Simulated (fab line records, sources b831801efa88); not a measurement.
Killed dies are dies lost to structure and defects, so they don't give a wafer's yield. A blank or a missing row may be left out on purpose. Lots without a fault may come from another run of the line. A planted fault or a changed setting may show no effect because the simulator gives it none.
A struck lot beside a sound one | flow gf180mcu | 16 steps out of a route of 602
Sound: wafers L151.3, L151.4, L151.6. Struck: wafers L156.1, L156.2, L156.4. The cause comes at the end.
At each step with rows: each side's tool, then ch and its chambers, then its first start. Under that, the readings that differ: sound wafers | struck wafers | difference of the means | sigmas: that difference in standard deviations of wafers without a fault.
alike: readings whose means differ by less than 2 such deviations, and words and numbers that are the same on both sides. not compared: withheld readings, readings that some wafer has no value for, bounds like >300 that may hide the same value, and numbers for which the record gives no deviation and whose values overlap.
The two part at a step that has a row with sigmas, a row that says differs or no value, or rows on one side only. Numbers that don't overlap but have no deviation are shown without sigmas and don't part them. A reading that every wafer of one side lacks parts them only if that side has two wafers or more.

GF_HV_LDD_THK_MEAS_57:
  sound on film_metro-04, day 14 03:26; struck on film_metro-04, day 16 00:01
  alike: HV_LDD_CVD_56_THK
GF_HV_LDD_ETCHBACK_58: etches Si3N4 in CH3F/O2, stops on SiO2, time 100 s, target depth 90 nm.
  sound on rie_diel-02 ch 0,2,3, day 14 03:28; struck on rie_diel-01 ch 1,2,3, day 16 00:04
  alike: drypump_motor_current_A, oes_product_au, throttle_valve_pct
  not compared: rf_hours_counter_h
then, 7 steps without rows for these wafers: GF_NSD_DEHYDRATE_00 (time 60 s); GF_NSD_HMDS_01 (prime time 60 s); GF_NSD_COAT_02 (resist thk 1000 nm); GF_NSD_SOFTBAKE_03 (time 60 s); GF_NSD_EXPOSE_04 (exposes mask Nplus, target cd 400 nm); GF_NSD_PEB_05; GF_NSD_DEVELOP_06 (develop time 60 s).
GF_NSD_CD_MEAS_07: target cd 400 nm.
  sound on cd_sem-02, day 14 22:29; struck on cd_sem-02, day 16 21:40
  alike: cd_nm
GF_NSD_OVL_MEAS_08:
  sound on overlay-02, day 14 22:34; struck on overlay-01, day 16 21:47
  alike: NSD_OVL
then, 1 step without rows for these wafers: GF_NSD_IMPLANT_09.
GF_NSD_IMPLANT_10:
  sound on implanter-04 ch 0, day 14 22:47; struck on implanter-02 ch 0, day 16 21:59
  reading                   | sound                | struck               | difference | sigmas
  beam_energy_keV           | 39.989 39.987 39.989 | 45.304 45.314 45.274 | +5.309     | +99 or more
  model.implant.rp_nm (nm)  | 49.3 49.3 49.3       | 54.25 54.25 54.25    | +4.95      |
  model.implant.drp_nm (nm) | 21.16 21.16 21.16    | 23.51 23.51 23.51    | +2.35      |
GF_NSD_STRIP_11: strips in O2/N2.
  sound on plasma_asher-04 ch 0,1, day 14 22:56; struck on plasma_asher-01 ch 0,1, day 16 22:08
  reading                      | sound             | struck            | difference | sigmas
  strip_time_to_endpoint_s (s) | 22.97 23.02 22.97 | 23.18 23.17 23.15 | +0.18      | +5
  alike: drypump_motor_current_A, heater_power_w, n2_flow_sccm, oes_product_au
  not compared: rf_hours_counter_h
GF_NSD_TW_MEAS_12:
  sound on film_metro-01, day 14 23:01; struck on film_metro-02, day 16 22:14
  alike: NSD_TW
GF_PASSIVATION_PROBE_99:
  the record has rows for the sound wafers here (prober-02, day 30 13:34) and none for the struck ones

WHERE THEY PART
First at GF_NSD_IMPLANT_10; last, within this record, at GF_PASSIVATION_PROBE_99.

WHY: what the simulator had put in
Process parameter drift: implanter-02, from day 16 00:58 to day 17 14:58, at GF_NSD_IMPLANT_10. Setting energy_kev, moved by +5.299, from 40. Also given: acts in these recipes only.
